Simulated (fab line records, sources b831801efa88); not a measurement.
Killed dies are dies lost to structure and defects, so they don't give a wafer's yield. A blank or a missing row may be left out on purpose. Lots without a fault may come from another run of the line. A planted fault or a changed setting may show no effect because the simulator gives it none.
Which tool did it? | flow sky130 | 13 lots, 39 wafers sampled, at 3 steps of a route of 708

WHAT THE GAUGES READ, wafer by wafer
SKY_CAPM_THK_MEAS_04: measures by xrf. Usual: CAPM_TIN_THK 200 nm, standard deviation 3.2.
lot  | measured     | on            | CAPM_TIN_THK (nm) | flag
L441 | day 36 20:17 | film_metro-03 | 198 199 197       |
L442 | day 37 06:29 | film_metro-03 | 201 201 200       |
L445 | day 38 05:01 | film_metro-04 | 204 205 198       |
L446 | day 38 16:26 | film_metro-04 | 203 203 198       |
L447 | day 39 02:46 | film_metro-04 | 200 200 202       |
L452 | day 40 06:23 | film_metro-01 | 196 198 199       |
L454 | day 40 19:07 | film_metro-01 | 200 199 198       |
L455 | day 41 10:09 | film_metro-03 | 198 200 199       |
L456 | day 41 18:14 | film_metro-01 | 197 199 201       |
L459 | day 42 07:06 | film_metro-01 | 196 200 201       |
L460 | day 42 11:14 | film_metro-03 | 202 201 202       |
L462 | day 43 11:33 | film_metro-03 | 198 195 196       |
L463 | day 43 17:47 | film_metro-04 | 201 202 197       |

WHICH TOOL RAN EACH LOT (tool, then ch and the chambers of the sampled wafers, then the start)
lot  | SKY_LDD_LDN_IMPLANT_08          | SKY_METAL3_SPUTTER_03
L441 | implanter-02 ch 0, day 23 08:20 | pvd_sputter-02, day 36 19:54
L442 | implanter-02 ch 0, day 23 22:25 | pvd_sputter-03, day 37 06:07
L445 | implanter-02 ch 0, day 24 20:35 | pvd_sputter-03, day 38 04:38
L446 | implanter-02 ch 0, day 25 11:26 | pvd_sputter-03, day 38 16:03
L447 | implanter-03 ch 0, day 25 22:02 | pvd_sputter-01, day 39 02:24
L452 | implanter-03 ch 0, day 27 05:51 | pvd_sputter-01, day 40 05:59
L454 | implanter-02 ch 0, day 28 02:07 | pvd_sputter-03, day 40 18:44
L455 | implanter-02 ch 0, day 28 15:26 | pvd_sputter-03, day 41 09:45
L456 | implanter-02 ch 0, day 28 20:47 | pvd_sputter-01, day 41 17:50
L459 | implanter-04 ch 0, day 29 14:29 | pvd_sputter-02, day 42 06:42
L460 | implanter-02 ch 0, day 29 21:31 | pvd_sputter-01, day 42 10:51
L462 | implanter-04 ch 0, day 31 02:23 | pvd_sputter-02, day 43 11:10
L463 | implanter-03 ch 0, day 31 11:31 | pvd_sputter-01, day 43 17:23
- SKY_LDD_LDN_IMPLANT_08
- SKY_METAL3_SPUTTER_03: material Ti, target thk 5 nm, time 3.3 s.

WHAT THE TOOLS THEMSELVES READ (means of the sampled wafers that have a number; where no wafer has one, the mark that the record gives instead)
SKY_LDD_LDN_IMPLANT_08. Usual: beam_energy_keV 14.999, standard deviation 0.0054.
lot  | tool         | beam_energy_keV | flag
L441 | implanter-02 | 15.005          |
L442 | implanter-02 | 15.004          |
L445 | implanter-02 | 20.410          | OFF
L446 | implanter-02 | 20.391          | OFF
L447 | implanter-03 | 14.997          |
L452 | implanter-03 | 15.004          |
L454 | implanter-02 | 15.005          |
L455 | implanter-02 | 15.005          |
L456 | implanter-02 | 15.002          |
L459 | implanter-04 | 15.000          |
L460 | implanter-02 | 14.995          |
L462 | implanter-04 | 14.997          |
L463 | implanter-03 | 14.998          |

SKY_METAL3_SPUTTER_03. Usual: throttle_valve_pct 30.0 %, standard deviation 1.4.
lot  | tool           | throttle_valve_pct (%) | flag
L441 | pvd_sputter-02 | 30.4                   |
L442 | pvd_sputter-03 | 30.3                   |
L445 | pvd_sputter-03 | 30.2                   |
L446 | pvd_sputter-03 | 30.1                   |
L447 | pvd_sputter-01 | 29.2                   |
L452 | pvd_sputter-01 | 29.6                   |
L454 | pvd_sputter-03 | 31.3                   |
L455 | pvd_sputter-03 | 31.2                   |
L456 | pvd_sputter-01 | 29.5                   |
L459 | pvd_sputter-02 | 30.5                   |
L460 | pvd_sputter-01 | 28.7                   |
L462 | pvd_sputter-02 | 30.8                   |
L463 | pvd_sputter-01 | 28.7                   |

THE ANSWER, worked out from the rows above alone
Rule: a lot is off if the mean of its wafers that have a number lies more than 3 standard deviations from the usual mean. A lot without any number at a reading at which 4 lots or more have one is off too. The other lots that the step has rows for count as sound. The gauges are gone through in route order, then the tools' own readings, and for those a lot's mean is taken as printed above. The first step at which some lot is off is used, and at that step the reading that is off furthest; a lot without a number counts as furthest.
Off: L445, L446, at SKY_LDD_LDN_IMPLANT_08 (beam_energy_keV).
A tool fits if, at that step or a process step before it, it ran every lot that is off, and no sound lot after the first of them. None of those tried fits.

WHAT THE SIMULATOR HAD PUT IN
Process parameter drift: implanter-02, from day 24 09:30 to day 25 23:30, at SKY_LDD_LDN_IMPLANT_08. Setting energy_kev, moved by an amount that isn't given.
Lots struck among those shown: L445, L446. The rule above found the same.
